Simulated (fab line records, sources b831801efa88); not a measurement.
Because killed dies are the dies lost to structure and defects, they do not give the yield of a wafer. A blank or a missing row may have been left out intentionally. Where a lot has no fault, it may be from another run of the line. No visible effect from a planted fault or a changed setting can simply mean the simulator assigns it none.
Chamber matching / flow gf180mcu / GF_V3_CVD_02 on pecvd-01: 3 sister chambers
The step deposits SiO2 from TEOS, target thk 850 nm, time 94.851 s. 14 wafers are shown with their chamber, then 7 later ones without.

WAFERS PAIRED WITH THEIR CHAMBERS
wafer=L075.3; chamber=2; heaterPowerW (W)=936
wafer=L075.5; chamber=0; heaterPowerW (W)=821
wafer=L075.6; chamber=1; heaterPowerW (W)=764
wafer=L078.1; chamber=0; heaterPowerW (W)=730
wafer=L078.3; chamber=2; heaterPowerW (W)=827
wafer=L078.6; chamber=0; heaterPowerW (W)=797
wafer=L083.1; chamber=0; heaterPowerW (W)=899
wafer=L083.5; chamber=2; heaterPowerW (W)=898
wafer=L083.6; chamber=0; heaterPowerW (W)=731
wafer=L092.2; chamber=1; heaterPowerW (W)=674
wafer=L092.3; chamber=0; heaterPowerW (W)=869
wafer=L092.6; chamber=2; heaterPowerW (W)=756
wafer=L093.1; chamber=1; heaterPowerW (W)=732
wafer=L093.3; chamber=0; heaterPowerW (W)=913

SIGNATURES (averages over the wafers above)
reading=heaterPowerW; chamber 0=822.86; chamber 1=723.33; chamber 2=854.25; scatter within a chamber=71.9
Rule: for a wafer and a chamber, the distance is found by dividing, reading by reading, the gap between the wafer's reading and the chamber's mean by the reading's scatter, squaring, summing and taking the root. If the next closest chamber is less than 2 further off than the closest, the wafer can't be placed; otherwise it belongs to the closest. How the scatter is found: for the shown wafers, subtract from each reading the mean of its chamber, square and add these, divide the total by (wafers less chambers), then take the root.

WAFERS WHOSE CHAMBER IS MISSING
wafer=L093.4; heaterPowerW (W)=734
wafer=L095.1; heaterPowerW (W)=765
wafer=L095.4; heaterPowerW (W)=621
wafer=L095.6; heaterPowerW (W)=894
wafer=L096.2; heaterPowerW (W)=895
wafer=L096.4; heaterPowerW (W)=936
wafer=L096.5; heaterPowerW (W)=888

EACH ONE'S CHAMBER
wafer=L093.4; from the rows above=can't be placed: 1 or 0 or 2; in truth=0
wafer=L095.1; from the rows above=can't be placed: 1 or 0 or 2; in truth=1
wafer=L095.4; from the rows above=can't be placed: 1 or 0 or 2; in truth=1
wafer=L095.6; from the rows above=can't be placed: 2 or 0 or 1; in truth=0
wafer=L096.2; from the rows above=can't be placed: 2 or 0 or 1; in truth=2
wafer=L096.4; from the rows above=can't be placed: 2 or 0 or 1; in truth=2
wafer=L096.5; from the rows above=can't be placed: 2 or 0 or 1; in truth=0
Correctly placed: 0 of 7. Not placeable from these rows: 7 (in 7, the candidates include the true chamber). 0 placed wrongly.
